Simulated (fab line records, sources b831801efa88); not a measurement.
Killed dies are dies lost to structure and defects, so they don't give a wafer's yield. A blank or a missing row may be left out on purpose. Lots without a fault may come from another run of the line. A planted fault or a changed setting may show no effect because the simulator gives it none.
fab line records | flow gf180mcu | part 1 of 2: steps 1 to 31 of 43
record lots=5 wafers=15 last_day=33
route steps=602 shown STI@23 DNWELL@32 NWELL@42 LVPWELL@54
lots that met no fault: from a run of the same line without faults
start_h: hours from the record's first day to the start of the lot's first wafer shown | wait_h: hours since the lot's step before | " the same as in the row above | L1.1+2: a row that stands for several wafers | - no value, or no start given | * or withheld: withheld | < > ~ a bound
route shown NAME@n: a module of which the file shows steps, and the number in the route of the first | usual: mean/standard deviation of fault-free wafers | same: alike in all rows | chamber/n: place in a boat | sites: the reading at each site | _std_site: their standard deviation | _edge_site: outer sites' mean less inner sites' | radius_mm: how far each site lies from the wafer's centre | mask NAME#n: copy n | behind: the tool/chamber that last shaped the wafer | hold: why the lot was held/for how many hours/how that ended | device: the transistor (n, p or np) that didn't switch | end of line: the same wafers' tests at the end of the route | a step without rows: its recipe alone | killed: dies lost to structure and defects at the first sort, not the wafer's yield | map: a wafer's dies, x killed, . not, _ none there
set.NAME: the setting as run; set.NAME@STEP: as run at that earlier step | model.NAME: the simulator's own value behind a step, which no gauge read
lots at some steps of the route; a table a step, a row a wafer
services: from which hour (start_h, from the record's first day; less than 0 if before it) a tool's chamber was out of use, for how many hours, and why
## steps
# step GF_STI_THK_MEAS_22
# recipe reads=SiO2_of_STI_OXIDATION_21
# usual STI_OXIDATION_01_THK=15.02/0.3
# columns lot.wafer tool chamber start_h wait_h STI_OXIDATION_01_THK[nm]
L077.1 film_metro-02 - 42.64 0.0 14.46
L077.3 " - " " 14.60
L077.6 " - " " 14.62
L086.3 film_metro-01 - 89.97 0.0 15.04
L086.5 " - " " 15.29
L086.6 " - " " 15.30
L090.3 film_metro-02 - 110.16 0.0 15.54
L090.4 " - " " 15.24
L090.6 " - " " 15.33
L092.1 film_metro-04 - 121.81 0.0 14.98
L092.2 " - " " 15.08
L092.4 " - " " 15.04
L094.2 film_metro-01 - 131.06 0.0 15.09
L094.4 " - " " 15.20
L094.5 " - " " 15.12
# step GF_STI_CVD_23
# recipe material=SiO2 target_thk_nm=650 sigma_open_frac=0.3 time_s=108.3 temp_c=600 sih4_flow_sccm=60 pressure_mtorr=6
# columns lot.wafer tool chamber start_h wait_h
L077.1+3+6 hdpcvd-01 1,0,2 42.70 0.1
L086.3+5+6 hdpcvd-02 0,0,2 90.01 0.0
L090.3+4+6 hdpcvd-02 1,1,2 110.20 0.0
L092.1+2+4 hdpcvd-01 2,0,2 121.87 0.1
L094.2+4+5 hdpcvd-01 2,1,0 131.11 0.0
# step GF_STI_THK_MEAS_24
# recipe reads=SiO2_of_STI_CVD_23
# usual STI_CVD_23_THK=650/6.2
# columns lot.wafer tool chamber start_h wait_h STI_CVD_23_THK[nm]
L077.1 film_metro-01 - 42.78 0.0 655
L077.3 " - " " 647
L077.6 " - " " 646
L086.3 film_metro-04 - 90.10 0.1 650
L086.5 " - " " 654
L086.6 " - " " 647
L090.3 film_metro-04 - 110.30 0.1 642
L090.4 " - " " 651
L090.6 " - " " 645
L092.1 film_metro-04 - 121.99 0.1 666
L092.2 " - " " 668
L092.4 " - " " 658
L094.2 film_metro-02 - 131.20 0.0 655
L094.4 " - " " 652
L094.5 " - " " 650
# step GF_STI_CMP_25
# recipe stop_on=Si3N4 t_overpolish_s=33 down_force_psi=4 platen_rpm=60 target_thk_nm=524.6 pad_velocity_m_s=0.94248
# usual motor_current_A=11.8/1.1 overpolish_run_s=33.001/0.0095 slurry_filter_dp_kPa=13.51/0.14 time_to_endpoint_s=121/4.5
# same t_overpolish_s=33
# columns lot.wafer tool chamber start_h wait_h motor_current_A overpolish_run_s slurry_filter_dp_kPa time_to_endpoint_s
L077.1 cmp-01 2 42.89 0.1 13.1 33.004 13.49 125
L077.3 " 0 " " 11.1 33.005 13.40 122
L077.6 " 1 " " 13.3 33.002 13.75 120
L086.3 cmp-01 0 90.24 0.1 11.0 32.992 13.54 119
L086.5 " 2 " " 13.0 32.985 13.39 121
L086.6 " 3 " " 12.5 33.006 13.35 120
L090.4 cmp-02 1 110.34 0.0 10.6 33.000 13.65 122
L090.3 " 0 " " 10.6 33.001 13.45 118
L090.6 " 1 " " 10.8 32.984 13.47 118
L092.4 cmp-01 2 122.10 0.1 12.5 32.994 13.45 115
L092.1 " 3 " " 13.2 32.998 13.56 121
L092.2 " 0 " " 10.8 33.008 13.57 122
L094.2 cmp-01 3 131.35 0.1 12.3 33.007 13.60 114
L094.4 " 0 " " 11.1 33.010 13.55 116
L094.5 " 2 " " 12.8 33.008 13.54 119
# step GF_STI_WET_ETCH_26
# recipe chemistry=dHF target_depth_nm=94 target=SiO2 temp_c=25 dilution=10:1 time_s=188
# columns lot.wafer tool chamber start_h wait_h
L077.1+3+6 wet_bench-01 2 43.14 0.2
L086.3+5+6 wet_bench-03 1 90.44 0.1
L090.3+4+6 wet_bench-04 2 110.64 0.1
L092.1+2+4 wet_bench-01 2 122.35 0.1
L094.2+4+5 wet_bench-01 0 131.55 0.1
# step GF_STI_WET_ETCH_27
# recipe chemistry=H3PO4 target_depth_nm=160 target=Si3N4 temp_c=160 time_s=1825
# columns lot.wafer tool chamber start_h wait_h
L077.1+3+6 wet_bench-03 3 43.20 0.0
L086.3+5+6 wet_bench-01 0 90.51 0.0
L090.3+4+6 wet_bench-03 3 110.71 0.0
L092.1+2+4 wet_bench-04 0 122.41 0.0
L094.2+4+5 wet_bench-04 3 131.61 0.0
# step GF_STI_WET_ETCH_28
# recipe chemistry=dHF target_depth_nm=20 dry=ipa_marangoni target=SiO2 temp_c=25 dilution=10:1 time_s=40
# columns lot.wafer tool chamber start_h wait_h
L077.1+3+6 wet_bench-01 0 43.71 0.0
L086.3+5+6 wet_bench-03 3 91.07 0.0
L090.3+4+6 wet_bench-01 1 111.22 0.0
L092.1+2+4 wet_bench-03 3 122.92 0.0
L094.2+4+5 wet_bench-01 0 132.12 0.0
# step GF_STI_OXIDATION_29
# recipe temp_c=900 ambient=O2 stabilise_s=600 purge_s=300 target_thk_a=100 ox_time_s=1418
# usual spike_tc_centre_C=900.4/1.7 zone_power_bottom_pct=27.5/1.2 zone_power_centre_pct=18.7/1.2
# same ox_time_s=1418
# columns lot.wafer tool chamber start_h wait_h spike_tc_centre_C zone_power_bottom_pct zone_power_centre_pct
L077.1 furnace-02 0 44.30 0.6 900.7 26.7 20.3
L077.3 " 0 " " 901.8 26.1 19.5
L077.6 " 0 " " 901.7 26.0 19.9
L086.3 furnace-01 0 91.64 0.6 899.6 28.4 17.7
L086.5 " 0 " " 897.0 28.5 17.4
L086.6 " 0 " " 901.7 28.3 17.8
L090.3 furnace-02 0 111.24 0.0 901.5 26.2 19.8
L090.4 " 0 " " 902.8 26.5 19.8
L090.6 " 0 " " 902.7 26.8 20.0
L092.1 furnace-02 0 126.01 3.1 902.6 26.2 19.9
L092.2 " 0 " " 902.9 26.4 19.5
L092.4 " 0 " " 900.7 26.3 19.7
L094.2 furnace-02 0 132.44 0.3 902.2 26.7 19.9
L094.4 " 0 " " 900.6 26.0 19.9
L094.5 " 0 " " 902.1 26.4 19.5
# step GF_STI_THK_MEAS_30
# recipe reads=SiO2_of_STI_OXIDATION_29
# usual STI_OXIDATION_02_THK=9.95/0.16
# columns lot.wafer tool chamber start_h wait_h STI_OXIDATION_02_THK[nm]
L077.1 film_metro-01 - 45.69 0.0 10.07
L077.3 " - " " 10.15
L077.6 " - " " 10.28
L086.3 film_metro-01 - 93.05 0.0 9.71
L086.5 " - " " 9.77
L086.6 " - " " 9.83
L090.3 film_metro-04 - 112.65 0.0 10.06
L090.4 " - " " 10.12
L090.6 " - " " 10.09
L092.1 film_metro-02 - 127.40 0.0 10.23
L092.2 " - " " 10.16
L092.4 " - " " 10.29
L094.2 film_metro-02 - 133.85 0.0 9.80
L094.4 " - " " 9.84
L094.5 " - " " 9.96
# step GF_DNWELL_DEHYDRATE_00
# recipe temp_c=200 time_s=60
# columns lot.wafer tool chamber start_h wait_h
L077.1+3+6 litho_track-02 0 50.92 5.2
L086.3+5+6 litho_track-01 0 99.80 6.7
L090.3+4+6 litho_track-04 0 119.78 7.1
L092.1+2+4 litho_track-02 0 134.22 6.8
L094.2+4+5 litho_track-01 0 140.57 6.7
# step GF_DNWELL_HMDS_01
# recipe prime_time_s=60 prime_temp_c=120
# same prime_time_s=60
# columns lot.wafer tool chamber start_h wait_h
L077.1+3+6 litho_track-02 0 51.07 0.1
L086.3+5+6 litho_track-01 0 99.95 0.1
L090.3+4+6 litho_track-04 0 119.93 0.1
L092.1+2+4 litho_track-02 0 134.37 0.1
L094.2+4+5 litho_track-01 0 140.72 0.1
# step GF_DNWELL_COAT_02
# recipe spin_rpm=2000 resist_thk_nm=3000
# columns lot.wafer tool chamber start_h wait_h
L077.1+3+6 litho_track-02 0 51.22 0.1
L086.3+5+6 litho_track-01 0 100.10 0.1
L090.3+4+6 litho_track-04 0 120.08 0.1
L092.1+2+4 litho_track-02 0 134.52 0.1
L094.2+4+5 litho_track-01 0 140.87 0.1
# step GF_DNWELL_SOFTBAKE_03
# recipe temp_c=110 time_s=withheld
# columns lot.wafer tool chamber start_h wait_h
L077.1+3+6 litho_track-02 0 51.37 0.1
L086.3+5+6 litho_track-01 0 100.26 0.1
L090.3+4+6 litho_track-04 0 120.25 0.1
L092.1+2+4 litho_track-02 0 134.67 0.1
L094.2+4+5 litho_track-01 0 141.03 0.1
# step GF_DNWELL_EXPOSE_04
# recipe mask_id=DNWELL target_cd_nm=1700 na=0.6 source_shape=conventional sigma_outer=0.6 dose_mj=260
# usual reticle_temp_C=23.01/0.12
# columns lot.wafer tool chamber start_h wait_h mask reticle_temp_C
L077.1 iline_stepper-01 0 - - DNWELL#0 22.82
L077.3 " 0 " " DNWELL#0 22.87
L077.6 " 0 " " DNWELL#0 23.00
L086.3 iline_stepper-02 0 - - DNWELL#0 23.10
L086.5 " 0 " " DNWELL#0 23.10
L086.6 " 0 " " DNWELL#0 23.11
L090.3 iline_stepper-02 0 - - DNWELL#0 22.75
L090.4 " 0 " " DNWELL#0 22.94
L090.6 " 0 " " DNWELL#0 22.84
L092.1 iline_stepper-01 0 - - DNWELL#0 23.12
L092.2 " 0 " " DNWELL#0 23.03
L092.4 " 0 " " DNWELL#0 23.13
L094.2 iline_stepper-02 0 - - DNWELL#0 22.97
L094.4 " 0 " " DNWELL#0 23.12
L094.5 " 0 " " DNWELL#0 23.16
# step GF_DNWELL_PEB_05
# recipe temp_c=115 time_s=withheld
# columns lot.wafer tool chamber start_h wait_h
L077.1+3+6 litho_track-04 0 - -
L086.3+5+6 litho_track-04 0 - -
L090.3+4+6 litho_track-04 0 - -
L092.1+2+4 litho_track-04 0 - -
L094.2+4+5 litho_track-02 0 - -
# step GF_DNWELL_DEVELOP_06
# recipe wall_angle_deg=90 develop_time_s=60 dev_temp_c=23
# columns lot.wafer tool chamber start_h wait_h
L077.1+3+6 litho_track-04 0 - -
L086.3+5+6 litho_track-04 0 - -
L090.3+4+6 litho_track-04 0 - -
L092.1+2+4 litho_track-04 0 - -
L094.2+4+5 litho_track-02 0 - -
# step GF_DNWELL_IMPLANT_07
# recipe species=P energy_kev=1500 dose_cm2=1e+13 tilt_deg=0
# usual end_station_pressure_torr=5.06e-06/2.7e-07
# columns lot.wafer tool chamber start_h wait_h end_station_pressure_torr
L077.1 implanter-01 0 58.03 - 5.6e-06
L077.3 " 0 " " 4.87e-06
L077.6 " 0 " " 4.76e-06
L086.3 implanter-04 0 107.58 - 4.95e-06
L086.5 " 0 " " 4.85e-06
L086.6 " 0 " " 5.16e-06
L090.3 implanter-01 0 127.58 - 5.31e-06
L090.4 " 0 " " 4.68e-06
L090.6 " 0 " " 4.79e-06
L092.1 implanter-01 0 141.98 - 4.99e-06
L092.2 " 0 " " 5.45e-06
L092.4 " 0 " " 5.11e-06
L094.2 implanter-01 0 148.84 - 5.15e-06
L094.4 " 0 " " 5.07e-06
L094.5 " 0 " " 5.13e-06
# step GF_DNWELL_STRIP_08
# recipe chemistry=O2/N2 power_w=1400 pressure_mtorr=1500 platen_temp_c=250 o2_flow_sccm=3000 n2_flow_sccm=300 overash_fraction=0.5
# usual drypump_motor_current_A=5.4/0.31 heater_power_w=359/56 oes_product_au=0.722/0.0045 strip_time_to_endpoint_s=37.00/0.1
# columns lot.wafer tool chamber start_h wait_h drypump_motor_current_A heater_power_w oes_product_au rf_hours_counter_h strip_time_to_endpoint_s
L077.1 plasma_asher-03 0 58.18 0.1 5.0 330 0.719 38 37.04
L077.3 " 0 " " 5.0 333 0.716 - 37.13
L077.6 " 1 " " 5.0 367 0.721 - 37.10
L086.3 plasma_asher-02 0 107.72 0.1 5.6 381 0.728 - 36.97
L086.5 " 0 " " 5.5 392 0.724 - 37.01
L086.6 " 1 " " 5.5 340 0.722 - 36.96
L090.3 plasma_asher-01 1 127.72 0.1 5.7 276 0.722 - 36.88
L090.4 " 0 " " 5.7 450 0.728 - 36.78
L090.6 " 0 " " 5.7 436 0.728 - 36.90
L092.1 plasma_asher-02 1 142.13 0.1 5.5 327 0.726 2 37.04
L092.2 " 0 " " 5.5 399 0.723 2 36.94
L092.4 " 0 " " 5.5 408 0.722 - 36.90
L094.2 plasma_asher-02 0 148.97 0.1 5.5 397 0.721 3 37.18
L094.4 " 1 " " 5.5 324 0.724 - 37.05
L094.5 " 0 " " 5.5 401 0.719 - 37.07
# step GF_DNWELL_TW_MEAS_09
# usual DNWELL_TW=1346/11
# columns lot.wafer tool chamber start_h wait_h DNWELL_TW
L077.1 film_metro-04 - 58.28 0.1 1348
L077.3 " - " " 1352
L077.6 " - " " 1349
L086.3 film_metro-03 - 107.80 0.1 1358
L086.5 " - " " 1355
L086.6 " - " " 1353
L090.3 film_metro-04 - 127.80 0.1 1334
L090.4 " - " " 1333
L090.6 " - " " 1337
L092.1 film_metro-03 - 142.23 0.1 1363
L092.2 " - " " 1363
L092.4 " - " " 1364
L094.2 film_metro-04 - 149.08 0.1 1353
L094.4 " - " " 1353
L094.5 " - " " 1353
# step GF_NWELL_DEHYDRATE_00
# recipe temp_c=200 time_s=60
# columns lot.wafer tool chamber start_h wait_h
L077.1+3+6 litho_track-01 0 64.35 6.1
L086.3+5+6 litho_track-03 0 114.71 6.9
L090.3+4+6 litho_track-01 0 135.15 7.3
L092.1+2+4 litho_track-01 0 149.50 7.3
L094.2+4+5 litho_track-01 0 155.97 6.9
# step GF_NWELL_HMDS_01
# recipe prime_time_s=60 prime_temp_c=120
# same prime_time_s=60
# columns lot.wafer tool chamber start_h wait_h
L077.1+3+6 litho_track-01 0 64.50 0.1
L086.3+5+6 litho_track-03 0 114.86 0.1
L090.3+4+6 litho_track-01 0 135.30 0.1
L092.1+2+4 litho_track-01 0 149.65 0.1
L094.2+4+5 litho_track-01 0 156.12 0.1
# step GF_NWELL_COAT_02
# recipe spin_rpm=2000 resist_thk_nm=3000
# columns lot.wafer tool chamber start_h wait_h
L077.1+3+6 litho_track-01 0 64.65 0.1
L086.3+5+6 litho_track-03 0 115.01 0.1
L090.3+4+6 litho_track-01 0 135.45 0.1
L092.1+2+4 litho_track-01 0 149.80 0.1
L094.2+4+5 litho_track-01 0 156.27 0.1
# step GF_NWELL_SOFTBAKE_03
# recipe temp_c=110 time_s=withheld
# columns lot.wafer tool chamber start_h wait_h
L077.1+3+6 litho_track-01 0 64.80 0.1
L086.3+5+6 litho_track-03 0 115.18 0.1
L090.3+4+6 litho_track-01 0 135.61 0.1
L092.1+2+4 litho_track-01 0 149.95 0.1
L094.2+4+5 litho_track-01 0 156.43 0.1
# step GF_NWELL_EXPOSE_04
# recipe mask_id=Nwell target_cd_nm=860 na=0.6 source_shape=conventional sigma_outer=0.6 dose_mj=260
# usual reticle_temp_C=23.00/0.11
# columns lot.wafer tool chamber start_h wait_h mask reticle_temp_C
L077.1 iline_stepper-02 0 - - Nwell#0 22.91
L077.3 " 0 " " Nwell#0 22.88
L077.6 " 0 " " Nwell#0 22.98
L086.3 iline_stepper-01 0 - - Nwell#0 22.97
L086.5 " 0 " " Nwell#0 22.97
L086.6 " 0 " " Nwell#0 22.92
L090.3 iline_stepper-01 0 - - Nwell#0 23.00
L090.4 " 0 " " Nwell#0 23.12
L090.6 " 0 " " Nwell#0 23.00
L092.1 iline_stepper-01 0 - - Nwell#0 22.95
L092.2 " 0 " " Nwell#0 23.11
L092.4 " 0 " " Nwell#0 23.10
L094.2 iline_stepper-01 0 - - Nwell#0 22.93
L094.4 " 0 " " Nwell#0 23.11
L094.5 " 0 " " Nwell#0 23.20
# step GF_NWELL_PEB_05
# recipe temp_c=115 time_s=withheld
# columns lot.wafer tool chamber start_h wait_h
L077.1+3+6 litho_track-03 0 - -
L086.3+5+6 litho_track-01 0 - -
L090.3+4+6 litho_track-03 0 - -
L092.1+2+4 litho_track-03 0 - -
L094.2+4+5 litho_track-02 0 - -
# step GF_NWELL_DEVELOP_06
# recipe wall_angle_deg=90 develop_time_s=60 dev_temp_c=23
# columns lot.wafer tool chamber start_h wait_h
L077.1+3+6 litho_track-03 0 - -
L086.3+5+6 litho_track-01 0 - -
L090.3+4+6 litho_track-03 0 - -
L092.1+2+4 litho_track-03 0 - -
L094.2+4+5 litho_track-02 0 - -
# step GF_NWELL_OVL_MEAS_07
# usual NWELL_OVL=-1.0/1.3
# columns lot.wafer tool chamber start_h wait_h NWELL_OVL[nm]
L077.1 overlay-02 - 71.76 - -1.5
L077.3 " - " " -1.4
L077.6 " - " " -2.2
L086.3 overlay-01 - 122.76 - -0.8
L086.5 " - " " -0.6
L086.6 " - " " -1.1
L090.3 overlay-01 - 142.67 - 0.8
L090.4 " - " " 0.6
L090.6 " - " " 0.1
L092.1 overlay-01 - 157.51 - 0.2
L092.2 " - " " -1.9
L092.4 " - " " -1.7
L094.2 overlay-01 - 164.67 - -1.6
L094.4 " - " " -3.9
L094.5 " - " " -1.6
# step GF_NWELL_IMPLANT_08
# recipe species=P energy_kev=450 dose_cm2=1.5e+13 tilt_deg=0
# usual end_station_pressure_torr=5.04e-06/2.7e-07
# columns lot.wafer tool chamber start_h wait_h end_station_pressure_torr
L077.1 implanter-01 0 71.80 0.0 4.45e-06
L077.3 " 0 " " 5.47e-06
L077.6 " 0 " " 5.2e-06
L086.3 implanter-03 0 122.83 0.1 5.07e-06
L086.5 " 0 " " 4.76e-06
L086.6 " 0 " " 4.72e-06
L090.3 implanter-02 0 142.75 0.1 4.97e-06
L090.4 " 0 " " 5.02e-06
L090.6 " 0 " " 5.11e-06
L092.1 implanter-02 0 157.55 0.0 4.96e-06
L092.2 " 0 " " 4.98e-06
L092.4 " 0 " " 4.38e-06
L094.2 implanter-01 0 164.73 0.0 4.64e-06
L094.4 " 0 " " 5.68e-06
L094.5 " 0 " " 5.32e-06
# step GF_NWELL_IMPLANT_09
# recipe species=P energy_kev=160 dose_cm2=4e+12 tilt_deg=0
# usual end_station_pressure_torr=5.02e-06/2.8e-07
# columns lot.wafer tool chamber start_h wait_h end_station_pressure_torr
L077.1 implanter-01 0 71.95 0.1 4.83e-06
L077.3 " 0 " " 4.99e-06
L077.6 " 0 " " 5.28e-06
L086.3 implanter-03 0 122.98 0.1 4.84e-06
L086.5 " 0 " " 4.74e-06
L086.6 " 0 " " 4.57e-06
L090.3 implanter-02 0 142.90 0.1 5.18e-06
L090.4 " 0 " " 4.99e-06
L090.6 " 0 " " 5.15e-06
L092.1 implanter-02 0 157.70 0.1 5.26e-06
L092.2 " 0 " " 5.23e-06
L092.4 " 0 " " 4.42e-06
L094.2 implanter-01 0 164.88 0.1 4.68e-06
L094.4 " 0 " " 5.35e-06
L094.5 " 0 " " 4.69e-06
# step GF_NWELL_STRIP_10
# recipe chemistry=O2/N2 power_w=1400 pressure_mtorr=1500 platen_temp_c=250 o2_flow_sccm=3000 n2_flow_sccm=300 overash_fraction=0.5
# usual drypump_motor_current_A=5.7/0.51 heater_power_w=340/59 oes_product_au=0.723/0.0047 strip_time_to_endpoint_s=37.03/0.1
# columns lot.wafer tool chamber start_h wait_h drypump_motor_current_A heater_power_w oes_product_au rf_hours_counter_h strip_time_to_endpoint_s
L077.1 plasma_asher-01 0 72.10 0.1 5.7 435 0.722 30 37.01
L077.3 " 1 " " 5.7 278 0.721 - 37.00
L077.6 " 1 " " 5.7 279 0.718 - 37.03
L086.3 plasma_asher-04 1 123.12 0.1 4.9 319 0.723 - 36.86
L086.5 " 0 " " 6.5 306 0.728 - 36.89
L086.6 " 1 " " 4.9 328 0.721 - 36.86
L090.3 plasma_asher-01 1 143.03 0.1 5.7 283 0.721 - 37.24
L090.4 " 0 " " 5.7 446 0.730 - 37.15
L090.6 " 1 " " 5.7 278 0.716 - 37.14
L092.1 plasma_asher-01 1 157.85 0.1 5.7 279 0.722 39 37.08
L092.2 " 0 " " 5.7 429 0.720 39 36.86
L092.4 " 1 " " 5.7 272 0.723 - 37.08
L094.2 plasma_asher-01 1 165.00 0.1 5.7 277 0.721 40 36.90
L094.4 " 0 " " 5.7 437 0.721 - 36.89
L094.5 " 0 " " 5.7 442 0.725 - 36.82
# step GF_NWELL_TW_MEAS_11
# usual NWELL_TW=1576/6.7
# columns lot.wafer tool chamber start_h wait_h NWELL_TW
L077.1 film_metro-03 - 72.20 0.1 1588
L077.3 " - " " 1583
L077.6 " - " " 1580
L086.3 film_metro-03 - 123.20 0.1 1572
L086.5 " - " " 1580
L086.6 " - " " 1580
L090.3 film_metro-03 - 143.12 0.1 1575
L090.4 " - " " 1584
L090.6 " - " " 1579
L092.1 film_metro-03 - 157.95 0.1 1576
L092.2 " - " " 1555
L092.4 " - " " 1568
L094.2 film_metro-01 - 165.11 0.1 1583
L094.4 " - " " 1581
L094.5 " - " " 1595
